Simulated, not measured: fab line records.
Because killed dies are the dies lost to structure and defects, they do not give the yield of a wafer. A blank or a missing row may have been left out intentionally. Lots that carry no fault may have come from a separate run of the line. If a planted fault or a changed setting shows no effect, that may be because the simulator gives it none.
Chamber matching :: flow gf180mcu :: GF_V2_CVD_02 on pecvd-01 has 3 sister chambers
The step deposits SiO2 from TEOS, target thk 850 nm, time 94.851 s. 6 wafers are shown with their chamber, then 7 later ones without.

== WAFERS, EACH WITH ITS CHAMBER ==
wafer: L326.6
chamber: 0
heater_power_w (W): 647

wafer: L333.5
chamber: 2
heater_power_w (W): 750

wafer: L335.2
chamber: 0
heater_power_w (W): 736

wafer: L335.4
chamber: 1
heater_power_w (W): 486

wafer: L338.1
chamber: 2
heater_power_w (W): 632

wafer: L338.2
chamber: 1
heater_power_w (W): 558

== WAFERS MISSING THEIR CHAMBER ==
wafer: L338.6
heater_power_w (W): 683

wafer: L342.3
heater_power_w (W): 672

wafer: L342.5
heater_power_w (W): 725

wafer: L342.6
heater_power_w (W): 615

wafer: L343.1
heater_power_w (W): 589

wafer: L343.2
heater_power_w (W): 657

wafer: L343.5
heater_power_w (W): 507

== WHICH CHAMBER EACH WENT THROUGH ==
wafer: L338.6
from the rows above: can't be placed: 2 or 0
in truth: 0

wafer: L342.3
from the rows above: can't be placed: 2 or 0 or 1
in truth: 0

wafer: L342.5
from the rows above: can't be placed: 0 or 2
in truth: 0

wafer: L342.6
from the rows above: can't be placed: 2 or 0 or 1
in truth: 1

wafer: L343.1
from the rows above: can't be placed: 1 or 2 or 0
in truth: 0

wafer: L343.2
from the rows above: can't be placed: 2 or 0 or 1
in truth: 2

wafer: L343.5
from the rows above: 1
in truth: 1
1 of 7 placed correctly. From these rows, 6 cannot be placed; in 6 the true chamber is one of the candidates. Placed wrongly: 0.
How it was worked out, from the rows above alone: a wafer's distance from a chamber is the root of the sum, over the readings, of the square of ((its reading less the chamber's mean) divided by the reading's scatter). If the next closest chamber is less than 2 further off than the closest, the wafer can't be placed; otherwise it belongs to the closest. Each chamber's mean is taken over the wafers shown for it. The scatter: take each reading less its chamber's mean, square it, sum over the shown wafers, divide by the number of wafers less the number of chambers, and take the root.
